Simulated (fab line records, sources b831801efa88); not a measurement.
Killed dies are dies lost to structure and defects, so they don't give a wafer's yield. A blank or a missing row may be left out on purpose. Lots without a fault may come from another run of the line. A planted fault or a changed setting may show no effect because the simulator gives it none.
One fault seen from 2 desks | flow gf180mcu | each desk has only its own numbers; what lay behind them comes last

THE METROLOGY DESK
What the gauges read, lot by lot, whatever tool the lot ran on: means of the sampled wafers that have a number. A lot is out of limits, marked OUT, if its mean lies more than 4 standard deviations from the usual mean; the brackets give that distance.
Columns: A = V3_OVL at GF_V3_OVL_MEAS_15, usual -2 nm; B = V3_W_RS at GF_V3_RS_MEAS_24, usual 0.326 ohm/sq; C = V3_W_THK at GF_V3_THK_MEAS_25, usual 345 nm
lot  | first seen here | A  | B               | C
L675 | day 22 09:43    | 3  | 0.328           | 337
L676 | day 22 19:10    | -6 | 0.326           | 350
L678 | day 23 10:07    | 2  | 0.327           | 347
L679 | day 24 06:54    | -2 | 0.329           | 345
L682 | day 25 18:34    | -8 | 0.324           | 342
L685 | day 26 14:46    | -6 | 0.325           | 350
L690 | day 27 17:13    | -1 | 0.454 (+39) OUT | 283 (-13) OUT
L693 | day 28 09:52    | -6 | 0.324           | 349
L695 | day 29 00:52    | 4  | 0.325           | 344
L697 | day 29 16:37    | -2 | 0.327           | 343
This desk's finding: out of limits on L690; first on L690, day 27 18:08 (V3_W_RS at GF_V3_RS_MEAS_24). In limits: L675, L676, L678, L679, L682, L685, L693, L695, L697.

THE TOOL OWNER'S DESK: cvd_w-01
The tool's own readings at GF_V3_CVD_23 (deposits W, target thk 350 nm, time 104.9 s): means of the sampled wafers that have a number, for each lot that ran on this tool. A lot is out of limits, marked OUT, if its mean lies more than 4 standard deviations from the usual mean; the brackets give that distance.
Columns: A = chamber_pressure_Torr at GF_V3_CVD_23, usual 39.99 Torr; B = heater_power_w at GF_V3_CVD_23, usual 841 W
lot  | first seen here | A     | B
L675 | day 22 10:31    | 39.95 | 911
L676 | day 22 19:58    | 39.97 | 923
L678 | day 23 10:55    | 39.95 | 861
L682 | day 25 19:22    | 39.98 | 874
L685 | day 26 15:42    | 39.98 | 812
L690 | day 27 18:01    | 40.01 | 874
This desk's finding: nothing out of limits on any of the 6 lots.

PUT TOGETHER
The metrology desk could have raised an alarm at day 27 18:08, on L690.
The tool owner's desk saw nothing out of limits.
The tool owner's desk has L690 on record, within its limits.
Of the lots named, all ran GF_V3_CVD_23 on cvd_w-01.

WHAT THE SIMULATOR HAD PUT IN
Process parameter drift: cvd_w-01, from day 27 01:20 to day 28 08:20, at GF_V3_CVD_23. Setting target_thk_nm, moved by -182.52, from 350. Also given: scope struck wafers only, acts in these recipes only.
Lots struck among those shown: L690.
Hours from the fault's start to each desk's first reading out of limits: the metrology desk, 17.
